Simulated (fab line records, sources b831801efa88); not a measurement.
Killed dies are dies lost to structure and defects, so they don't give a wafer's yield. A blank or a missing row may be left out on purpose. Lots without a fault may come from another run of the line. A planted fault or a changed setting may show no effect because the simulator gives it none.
fab line records | flow sfq_line
record lots=7 wafers=21 last_day=79
route steps=325 shown M0@38 I0@43 M1@58 I1@73 M8@325
lots that met no fault: from a run of the same line without faults
start_h: hours from the record's first day to the start of the lot's first wafer shown | wait_h: hours since the lot's step before | " the same as in the row above | L1.1+2: a row that stands for several wafers | - no value, or no start given | * or withheld: withheld | < > ~ a bound
route shown NAME@n: a module of which the file shows steps, and the number in the route of the first | usual: mean/standard deviation of fault-free wafers | same: alike in all rows | chamber/n: place in a boat | sites: the reading at each site | _std_site: their standard deviation | _edge_site: outer sites' mean less inner sites' | radius_mm: how far each site lies from the wafer's centre | mask NAME#n: copy n | behind: the tool/chamber that last shaped the wafer | hold: why the lot was held/for how many hours/how that ended | device: the transistor (n, p or np) that didn't switch | end of line: the same wafers' tests at the end of the route | a step without rows: its recipe alone | killed: dies lost to structure and defects at the first sort, not the wafer's yield | map: a wafer's dies, x killed, . not, _ none there
set.NAME: the setting as run; set.NAME@STEP: as run at that earlier step | model.NAME: the simulator's own value behind a step, which no gauge read
lots at some steps of the route; a table a step, a row a wafer
services: from which hour (start_h, from the record's first day; less than 0 if before it) a tool's chamber was out of use, for how many hours, and why
## steps
# step SFQ_M0_OVL_MEAS_906
# usual M0_OVL=-1/5.9
# columns lot.wafer tool chamber start_h wait_h M0_OVL[nm]
L403.3 overlay-01 - 246.52 0.1 -1
L403.5 " - " " 0
L403.6 " - " " -4
L405.1 overlay-01 - 259.70 0.1 0
L405.2 " - " " 3
L405.6 " - " " 2
L408.1 overlay-02 - 286.10 0.1 -9
L408.2 " - " " -12
L408.5 " - " " 2
L409.2 overlay-01 - 292.11 0.1 -4
L409.4 " - " " -4
L409.6 " - " " 0
L410.1 overlay-01 - 296.90 0.1 -5
L410.4 " - " " -3
L410.5 " - " " -8
L412.1 overlay-01 - 307.83 0.1 -2
L412.3 " - " " -12
L412.5 " - " " -5
L414.1 overlay-01 - 326.95 0.1 0
L414.2 " - " " -3
L414.4 " - " " -2
# step SFQ_TRILAYER_M0_BARC_OPEN_METAL_ETCH_031
# recipe mask_material=PR chemistry=O2 target_depth_nm=125 target=BARC icp_w=600 bias_w=80 pressure_mtorr=10 time_s=41.7
# step SFQ_TRILAYER_M0_ETCH_METAL_ETCH_024
# recipe target=Nb stop_on=SiO2 mask_material=PR chemistry=Cl2/Ar target_depth_nm=240 icp_w=600 bias_w=80 pressure_mtorr=10 time_s=120
# step SFQ_TRILAYER_M0_STRIP_STRIP_025
# recipe gas=O2 power_w=200 platen_temp_c=40 overash_fraction=0.65 chemistry=O2 pressure_mtorr=50
# usual drypump_motor_current_A=5.9/0.58 oes_product_au=0.997/0.0082
# columns lot.wafer tool chamber start_h wait_h drypump_motor_current_A oes_product_au rf_hours_counter_h
L403.3 rie_metal-03 1 247.31 0.5 6.5 0.985 -
L403.5 " 1 " " 6.5 0.988 -
L403.6 " 1 " " 6.4 0.992 -
L405.1 rie_metal-04 1 259.92 0.1 5.0 0.992 81
L405.2 " 0 " " 6.3 1.000 121
L405.6 " 0 " " 6.2 1.000 -
L408.1 rie_metal-02 1 286.32 0.1 6.0 1.011 114
L408.2 " 0 " " 4.8 1.011 1
L408.5 " 1 " " 6.0 1.002 -
L409.2 rie_metal-03 0 292.71 0.4 6.3 0.993 -
L409.4 " 0 " " 6.3 0.997 -
L409.6 " 0 " " 6.3 0.988 -
L410.1 rie_metal-04 0 297.12 0.1 6.1 1.002 127
L410.4 " 0 " " 6.2 0.999 -
L410.5 " 1 " " 5.0 0.998 -
L412.1 rie_metal-02 0 308.05 0.1 4.8 1.015 5
L412.3 " 0 " " 4.9 1.006 -
L412.5 " 1 " " 6.0 0.989 -
L414.1 rie_metal-04 1 327.17 0.1 5.0 1.007 90
L414.2 " 0 " " 6.2 0.992 131
L414.4 " 0 " " 6.2 1.001 -
# step SFQ_TRILAYER_M0_STRIP_SOLV_CLEAN_026
# recipe chemistry=NMP temp_c=70 time_s=600
# step SFQ_TRILAYER_I0_DEP_PECVD_027
# recipe material=SiO2 temp_c=150 time_s=111.11 pressure_torr=2.4 rf_w=183.3 precursor=SiH4/N2O target_thk_nm=500
# step SFQ_TRILAYER_I0_CMP_CMP_028
# recipe material=SiO2 down_force_psi=3 platen_rpm=60 pad_velocity_m_s=0.94248
# step SFQ_I0_BOW_MEAS_907
# recipe mode=bow
# usual I0_BOW=3/6.3
# columns lot.wafer tool chamber start_h wait_h I0_BOW[um]
L403.3 film_metro-04 - 254.04 2.0 -1
L403.5 " - " " 8
L403.6 " - " " 12
L405.1 film_metro-04 - 264.84 2.0 0
L405.2 " - " " 2
L405.6 " - " " 20
L408.1 film_metro-03 - 300.84 1.5 -3
L408.2 " - " " -4
L408.5 " - " " -1
L409.2 film_metro-03 - 306.86 1.0 0
L409.4 " - " " -8
L409.6 " - " " -4
L410.1 film_metro-04 - 312.58 1.0 8
L410.4 " - " " 0
L410.5 " - " " 14
L412.1 film_metro-04 - 324.08 2.5 6
L412.3 " - " " -4
L412.5 " - " " 4
L414.1 film_metro-02 - 336.08 1.5 5
L414.2 " - " " -1
L414.4 " - " " 7
# step SFQ_TRILAYER_I0_METRO_MEASURE_029
# usual thk_nm=200.0/1.3
# columns lot.wafer tool chamber start_h wait_h thk_nm
L403.3 film_metro-04 - 254.52 0.5 202.8
L403.5 " - " " 203.0
L403.6 " - " " 199.7
L405.1 film_metro-04 - 264.96 0.1 200.1
L405.2 " - " " 200.6
L405.6 " - " " 202.0
L408.1 film_metro-03 - 300.96 0.1 198.9
L408.2 " - " " 200.0
L408.5 " - " " 201.5
L409.2 film_metro-03 - 307.16 0.3 202.0
L409.4 " - " " 201.4
L409.6 " - " " 200.3
L410.1 film_metro-04 - 312.70 0.1 199.5
L410.4 " - " " 198.4
L410.5 " - " " 199.3
L412.1 film_metro-04 - 324.20 0.1 199.2
L412.3 " - " " 201.1
L412.5 " - " " 200.1
L414.1 film_metro-02 - 336.20 0.1 199.8
L414.2 " - " " 199.3
L414.4 " - " " 200.3
# step SFQ_TRILAYER_I0_VIA_LITHO_COAT_036
# recipe resist=BARC spin_rpm=3000 resist_thk_nm=62
# step SFQ_TRILAYER_I0_VIA_LITHO_COAT_031
# recipe resist=KrF spin_rpm=3000 resist_thk_nm=650
# step SFQ_TRILAYER_I0_VIA_LITHO_SOFTBAKE_035
# recipe temp_c=withheld time_s=withheld resist=KrF
# step SFQ_TRILAYER_I0_VIA_LITHO_EXPOSE_032
# recipe mask_id=I0 na=0.6 source_shape=conventional sigma_outer=0.65 target_cd_nm=500 dose_mj=21.3
# usual exposure_dose_mJ_cm2=21.303/0.019 focus_offset_nm=-0.1/0.57
# columns lot.wafer tool chamber start_h wait_h mask exposure_dose_mJ_cm2 focus_offset_nm model.I0.overlay_x_nm
L403.3 krf_scanner-02 0 359.58 - I0#0 21.327 -0.4 -3.574
L403.5 " 0 " " I0#0 21.315 -0.1 -3.574
L403.6 " 0 " " I0#0 21.283 -0.5 -3.574
L405.1 krf_scanner-01 0 375.29 - I0#0 21.250 0.2 3.015
L405.2 " 0 " " I0#0 21.282 0.0 3.015
L405.6 " 0 " " I0#0 21.310 0.2 3.015
L408.1 krf_scanner-02 0 429.00 - I0#0 21.309 0.7 64.8
L408.2 " 0 " " I0#0 21.318 0.4 64.8
L408.5 " 0 " " I0#0 21.309 0.4 64.8
L409.2 krf_scanner-02 0 435.20 - I0#0 21.324 0.1 62.99
L409.4 " 0 " " I0#0 21.315 0.2 62.99
L409.6 " 0 " " I0#0 21.291 0.1 62.99
L410.1 krf_scanner-02 0 441.00 - I0#0 21.317 -0.4 63.31
L410.4 " 0 " " I0#0 21.333 -0.4 63.31
L410.5 " 0 " " I0#0 21.300 -0.5 63.31
L412.1 krf_scanner-01 0 456.73 - I0#0 21.332 -1.4 3.467
L412.3 " 0 " " I0#0 21.301 0.0 3.467
L412.5 " 0 " " I0#0 21.278 -0.3 3.467
L414.1 krf_scanner-01 0 480.65 - I0#0 21.285 -0.9 -2.799
L414.2 " 0 " " I0#0 21.289 -0.5 -2.799
L414.4 " 0 " " I0#0 21.283 0.3 -2.799
# step SFQ_TRILAYER_I0_VIA_LITHO_PEB_034
# recipe peb_temp_c=115 peb_time_s=60 resist=KrF
# step SFQ_TRILAYER_I0_VIA_LITHO_DEVELOP_033
# recipe time_s=60 resist=KrF
# step SFQ_I0_OVL_MEAS_908
# usual I0_OVL=-3/4.9
# columns lot.wafer tool chamber start_h wait_h I0_OVL[nm]
L403.3 overlay-01 - 360.69 0.1 -11
L403.5 " - " " -4
L403.6 " - " " -5
L405.1 overlay-02 - 376.79 0.1 -4
L405.2 " - " " 3
L405.6 " - " " 2
L408.1 overlay-02 - 430.50 0.1 67
L408.2 " - " " 62
L408.5 " - " " 67
L409.2 overlay-01 - 436.51 0.1 63
L409.4 " - " " 59
L409.6 " - " " 64
L410.1 overlay-02 - 442.50 0.1 61
L410.4 " - " " 59
L410.5 " - " " 60
L412.1 overlay-02 - 458.23 0.1 2
L412.3 " - " " 1
L412.5 " - " " 5
L414.1 overlay-02 - 482.15 0.1 -4
L414.2 " - " " -1
L414.4 " - " " -4
# step SFQ_TRILAYER_I0_VIA_BARC_OPEN_VIA_ETCH_046
# recipe mask_material=PR chemistry=O2 target_depth_nm=125 target=BARC source_w=500 bias_w=80 pressure_mtorr=30 time_s=41.7
# step SFQ_TRILAYER_I0_VIA_ETCH_VIA_ETCH_034
# recipe target=SiO2 stop_on=Nb mask_material=PR taper_deg=20 chemistry=CHF3 target_depth_nm=260 source_w=500 bias_w=80 pressure_mtorr=30 time_s=withheld
# usual bias_w=80.00/0.26 drypump_motor_current_A=5.6/0.43 oes_product_au=0.855/0.0055
# columns lot.wafer tool chamber start_h wait_h bias_w drypump_motor_current_A oes_product_au
L403.3 rie_diel-03 0 360.75 0.0 79.66 5.2 0.858
L403.5 " 1 " " 80.05 5.6 0.858
L403.6 " 2 " " 79.85 6.1 0.851
L405.1 rie_diel-01 1 376.87 0.0 80.05 5.4 0.851
L405.2 " 0 " " 79.84 5.5 0.855
L405.6 " 2 " " 80.18 5.3 0.864
L408.1 rie_diel-01 1 430.58 0.0 80.24 5.4 0.849
L408.2 " 0 " " 80.22 5.4 0.846
L408.5 " 3 " " 80.18 6.3 0.859
L409.2 rie_diel-03 1 436.58 0.0 79.86 5.6 0.864
L409.4 " 0 " " 80.13 5.2 0.858
L409.6 " 2 " " 80.06 6.1 0.853
L410.1 rie_diel-01 3 442.58 0.0 79.86 6.3 0.844
L410.4 " 2 " " 79.83 5.3 0.853
L410.5 " 0 " " 79.85 5.5 0.854
L412.1 rie_diel-01 1 458.30 0.0 80.43 5.4 0.858
L412.3 " 3 " " 79.96 6.2 0.861
L412.5 " 0 " " 79.91 5.4 0.858
L414.1 rie_diel-03 2 482.23 0.0 79.65 6.1 0.851
L414.2 " 3 " " 80.00 6.2 0.859
L414.4 " 1 " " 79.63 5.6 0.856
# step SFQ_TRILAYER_I0_VIA_STRIP_STRIP_035
# recipe gas=O2 power_w=200 platen_temp_c=40 overash_fraction=0.65 chemistry=O2 pressure_mtorr=50
# step SFQ_TRILAYER_I0_VIA_STRIP_SOLV_CLEAN_036
# recipe chemistry=NMP temp_c=70 time_s=600
# step SFQ_TRILAYER_M1_DEP_PRE_CLEAN_038
# recipe gas=Ar time_s=22.5 bias_v=250
# step SFQ_TRILAYER_M1_DEP_SPUTTER_037
# recipe material=Nb base_pressure_pa=1.33e-06 chamber_pressure_pa=0.1333 substrate_temp_c=20 resputter_cathode_voltage_v=400 target_thk_nm=200 power_w=2000 time_s=133.3
# step SFQ_M1_RS_MEAS_909
# recipe thk_meas_gauge=four-point-probe reads=Nb_of_TRILAYER_M1_DEP_SPUTTER_037
# usual M1_NB_RS=0.888/0.0088
# columns lot.wafer tool chamber start_h wait_h M1_NB_RS[ohm/sq]
L403.3 film_metro-02 - 361.80 0.1 0.886
L403.5 " - " " 0.882
L403.6 " - " " 0.886
L405.1 film_metro-02 - 377.88 0.0 0.892
L405.2 " - " " 0.889
L405.6 " - " " 0.882
L408.1 film_metro-04 - 431.60 0.0 0.878
L408.2 " - " " 0.886
L408.5 " - " " 0.877
L409.2 film_metro-04 - 437.61 0.1 0.905
L409.4 " - " " 0.903
L409.6 " - " " 0.894
L410.1 film_metro-04 - 443.59 0.0 0.874
L410.4 " - " " 0.884
L410.5 " - " " 0.867
L412.1 film_metro-01 - 459.31 0.0 0.896
L412.3 " - " " 0.901
L412.5 " - " " 0.902
L414.1 film_metro-04 - 483.24 0.0 0.887
L414.2 " - " " 0.892
L414.4 " - " " 0.887
# step SFQ_TRILAYER_M1_LITHO_COAT_044
# recipe resist=BARC spin_rpm=3000 resist_thk_nm=62
# step SFQ_TRILAYER_M1_LITHO_COAT_039
# recipe resist=KrF spin_rpm=3000 resist_thk_nm=600
# step SFQ_TRILAYER_M1_LITHO_SOFTBAKE_043
# recipe temp_c=withheld time_s=withheld resist=KrF
# step SFQ_TRILAYER_M1_LITHO_EXPOSE_040
# recipe mask_id=M1 na=0.6 source_shape=conventional sigma_outer=0.65 target_cd_nm=500 dose_mj=14.4
# step SFQ_TRILAYER_M1_LITHO_PEB_042
# recipe peb_temp_c=115 peb_time_s=60 resist=KrF
# step SFQ_TRILAYER_M1_LITHO_DEVELOP_041
# recipe time_s=60 resist=KrF
# step SFQ_M1_OVL_MEAS_911
# usual M1_OVL=0/4.8
# columns lot.wafer tool chamber start_h wait_h M1_OVL[nm]
L403.3 overlay-01 - 365.33 0.1 -1
L403.5 " - " " 10
L403.6 " - " " 4
L405.1 overlay-02 - 381.03 0.1 5
L405.2 " - " " 2
L405.6 " - " " 1
L408.1 overlay-02 - 434.03 0.1 3
L408.2 " - " " 4
L408.5 " - " " 0
L409.2 overlay-01 - 440.02 0.1 1
L409.4 " - " " 0
L409.6 " - " " -2
L410.1 overlay-01 - 446.02 0.1 3
L410.4 " - " " 7
L410.5 " - " " 8
L412.1 overlay-02 - 476.03 0.1 15
L412.3 " - " " 13
L412.5 " - " " 12
L414.1 overlay-01 - 615.68 0.1 0
L414.2 " - " " 2
L414.4 " - " " -1
# step SFQ_TRILAYER_M1_BARC_OPEN_METAL_ETCH_054
# recipe mask_material=PR chemistry=O2 target_depth_nm=125 target=BARC icp_w=600 bias_w=80 pressure_mtorr=10 time_s=41.7
# usual bias_w=79.96/0.23 drypump_motor_current_A=5.9/0.5 oes_product_au=0.684/0.0046
# columns lot.wafer tool chamber start_h wait_h bias_w drypump_motor_current_A oes_product_au rf_hours_counter_h
L403.3 rie_metal-01 0 365.40 0.1 80.15 5.9 0.685 -
L403.5 " 0 " " 79.98 5.8 0.690 -
L403.6 " 0 " " 80.09 5.8 0.688 -
L405.1 rie_metal-03 0 381.07 0.0 80.05 6.3 0.682 18
L405.2 " 1 " " 79.89 6.4 0.686 10
L405.6 " 0 " " 80.06 6.3 0.684 -
L408.1 rie_metal-03 1 434.07 0.0 80.01 6.5 0.682 17
L408.2 " 0 " " 79.48 6.3 0.685 26
L408.5 " 0 " " 80.18 6.3 0.686 -
L409.2 rie_metal-02 0 440.05 0.0 80.18 4.8 0.683 17
L409.4 " 0 " " 80.01 4.8 0.692 -
L409.6 " 0 " " 79.50 4.8 0.685 -
L410.1 rie_metal-02 0 446.05 0.0 79.92 4.8 0.694 18
L410.4 " 1 " " 80.25 6.0 0.691 -
L410.5 " 1 " " 79.98 6.0 0.686 -
L412.1 rie_metal-02 1 476.06 0.0 80.17 6.0 0.683 141
L412.3 " 1 " " 79.99 6.0 0.681 -
L412.5 " 1 " " 80.22 6.0 0.681 -
L414.1 rie_metal-02 0 615.72 0.0 80.20 4.8 0.680 48
L414.2 " 1 " " 80.07 6.0 0.681 3
L414.4 " 1 " " 80.35 6.0 0.686 -
# step SFQ_TRILAYER_M1_ETCH_METAL_ETCH_042
# recipe target=Nb stop_on=SiO2 mask_material=PR chemistry=Cl2/Ar target_depth_nm=240 icp_w=600 bias_w=80 pressure_mtorr=10 time_s=120
# usual bias_w=80.01/0.24 drypump_motor_current_A=5.9/0.5 oes_product_au=0.895/0.0069
# columns lot.wafer tool chamber start_h wait_h bias_w drypump_motor_current_A oes_product_au rf_hours_counter_h
L403.3 rie_metal-01 0 365.56 0.1 79.88 5.9 0.901 -
L403.5 " 0 " " 79.67 5.8 0.897 -
L403.6 " 0 " " 79.67 5.9 0.910 -
L405.1 rie_metal-03 0 381.13 0.0 80.07 6.3 0.887 18
L405.2 " 1 " " 80.22 6.4 0.889 10
L405.6 " 0 " " 79.95 6.3 0.895 -
L408.1 rie_metal-03 1 434.13 0.0 79.75 6.5 0.898 17
L408.2 " 0 " " 79.90 6.3 0.892 26
L408.5 " 0 " " 80.12 6.3 0.904 -
L409.2 rie_metal-02 0 440.11 0.0 80.15 4.8 0.884 17
L409.4 " 0 " " 80.18 4.8 0.880 -
L409.6 " 0 " " 80.17 4.8 0.883 -
L410.1 rie_metal-02 0 446.11 0.0 80.68 4.8 0.905 18
L410.4 " 1 " " 79.47 6.0 0.890 -
L410.5 " 1 " " 79.79 6.0 0.912 -
L412.1 rie_metal-02 1 476.12 0.0 79.87 6.0 0.890 141
L412.3 " 1 " " 79.99 6.0 0.893 -
L412.5 " 1 " " 80.42 6.0 0.888 -
L414.1 rie_metal-02 0 615.78 0.0 80.11 4.8 0.893 48
L414.2 " 1 " " 80.15 6.0 0.887 3
L414.4 " 1 " " 80.01 6.0 0.899 -
# step SFQ_TRILAYER_M1_STRIP_STRIP_043
# recipe gas=O2 power_w=200 platen_temp_c=40 overash_fraction=0.65 chemistry=O2 pressure_mtorr=50
# step SFQ_TRILAYER_M1_STRIP_SOLV_CLEAN_044
# recipe chemistry=NMP temp_c=70 time_s=600
# step SFQ_TRILAYER_I1_DEP_PECVD_045
# recipe material=SiO2 temp_c=150 time_s=111.11 pressure_torr=2.4 rf_w=183.3 precursor=SiH4/N2O target_thk_nm=500
# step SFQ_TRILAYER_I1_CMP_CMP_046
# recipe material=SiO2 down_force_psi=3 platen_rpm=60 pad_velocity_m_s=0.94248
# step SFQ_I1_BOW_MEAS_912
# recipe mode=bow
# usual I1_BOW=4/7.4
# columns lot.wafer tool chamber start_h wait_h I1_BOW[um]
L403.3 film_metro-04 - 371.48 2.5 -1
L403.5 " - " " 10
L403.6 " - " " 12
L405.1 film_metro-03 - 385.11 2.0 6
L405.2 " - " " 9
L405.6 " - " " 27
L408.1 film_metro-03 - 438.11 2.0 2
L408.2 " - " " 2
L408.5 " - " " 4
L409.2 film_metro-03 - 444.11 2.0 3
L409.4 " - " " -6
L409.6 " - " " -3
L410.1 film_metro-03 - 450.11 2.5 8
L410.4 " - " " -1
L410.5 " - " " 14
L412.1 film_metro-03 - 481.90 2.0 5
L412.3 " - " " -6
L412.5 " - " " 2
L414.1 film_metro-03 - 620.25 1.5 2
L414.2 " - " " -4
L414.4 " - " " 4
# step SFQ_TRILAYER_I1_METRO_MEASURE_047
# step SFQ_TRILAYER_I1_VIA_LITHO_COAT_054
# recipe resist=BARC spin_rpm=3000 resist_thk_nm=62
# step SFQ_TRILAYER_I1_VIA_LITHO_COAT_049
# recipe resist=KrF spin_rpm=3000 resist_thk_nm=650
# step SFQ_TRILAYER_I1_VIA_LITHO_SOFTBAKE_053
# recipe temp_c=withheld time_s=withheld resist=KrF
# step SFQ_M8_BOW_MEAS_951
# recipe mode=bow
# usual M8_BOW=10/11
# columns lot.wafer tool chamber start_h wait_h M8_BOW[um] model.etest.i0.link_ohm
L403.3 film_metro-02 - 1812.14 0.0 -4 1.953
L403.5 " - " " 7 1.944
L403.6 " - " " 10 1.97
L405.1 film_metro-02 - 1818.10 0.0 26 1.955
L405.2 " - " " 28 1.962
L405.6 " - " " 46 1.954
L408.1 film_metro-02 - 1824.12 0.0 11 1.978
L408.2 " - " " 10 1.997
L408.5 " - " " 13 1.978
L409.2 film_metro-02 - 1829.05 0.0 8 2.009
L409.4 " - " " -1 2.01
L409.6 " - " " 3 2
L410.1 film_metro-03 - 1836.23 0.0 18 1.99
L410.4 " - " " 9 1.991
L410.5 " - " " 23 1.975
L412.1 film_metro-04 - 1881.88 0.0 4 1.966
L412.3 " - " " -7 1.998
L412.5 " - " " 1 1.981
L414.1 film_metro-03 - 1885.48 0.0 9 1.951
L414.2 " - " " 3 1.969
L414.4 " - " " 10 1.945
## services
# columns tool chamber start_h hours kind
rie_metal-02 - 227.32 28.1 pm
film_metro-04 - 231.32 1.5 pm
rie_diel-01 0 234.82 2.0 repair
krf_scanner-02 - 239.47 7.2 pm
film_metro-04 - 252.13 1.1 pm
rie_diel-01 1 257.30 61.2 repair
rie_metal-03 0 273.31 14.8 repair
krf_scanner-02 - 279.19 0.8 pm
rie_metal-03 1 282.83 11.1 repair
krf_scanner-02 - 283.32 1.3 pm
rie_diel-01 0 288.93 1.5 repair
krf_scanner-02 - 289.68 1.0 pm
krf_scanner-02 - 314.55 2.3 repair
film_metro-04 - 316.66 2.3 pm
rie_metal-02 - 359.72 14.6 pm
krf_scanner-02 - 370.54 0.7 repair
film_metro-04 - 396.44 5.1 pm
rie_metal-02 0 406.78 27.8 repair
film_metro-04 - 425.30 6.1 pm
film_metro-04 - 434.16 2.0 pm
rie_metal-03 - 524.13 0.1 repair
rie_metal-02 - 532.75 2.2 repair
rie_metal-03 - 571.23 2.8 pm
rie_metal-02 - 586.96 0.6 repair
## key
first_sign step=SFQ_I0_OVL_MEAS_908 reading=I0_OVL direction=up sigmas=13 usual=-3 struck=62
effect none on later readings
model_effect step=SFQ_TRILAYER_I0_VIA_LITHO_EXPOSE_032 value=I0.overlay_x_nm without=-2.89 struck=63.7
model_effect step=SFQ_M8_BOW_MEAS_951 value=etest.i0.link_ohm without=1.968 struck=1.992
met_at SFQ_TRILAYER_I0_VIA_LITHO_EXPOSE_032
struck_wafers L408.1,L408.2,L408.5,L409.2,L409.4,L409.6,L410.1,L410.4,L410.5
onset_between 359.58 429.00
fault kind=scanner_matching_overlay tool=krf_scanner-02 chamber=- onset_h=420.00 steps=SFQ_TRILAYER_I0_VIA_LITHO_EXPOSE_032 offset=66.593
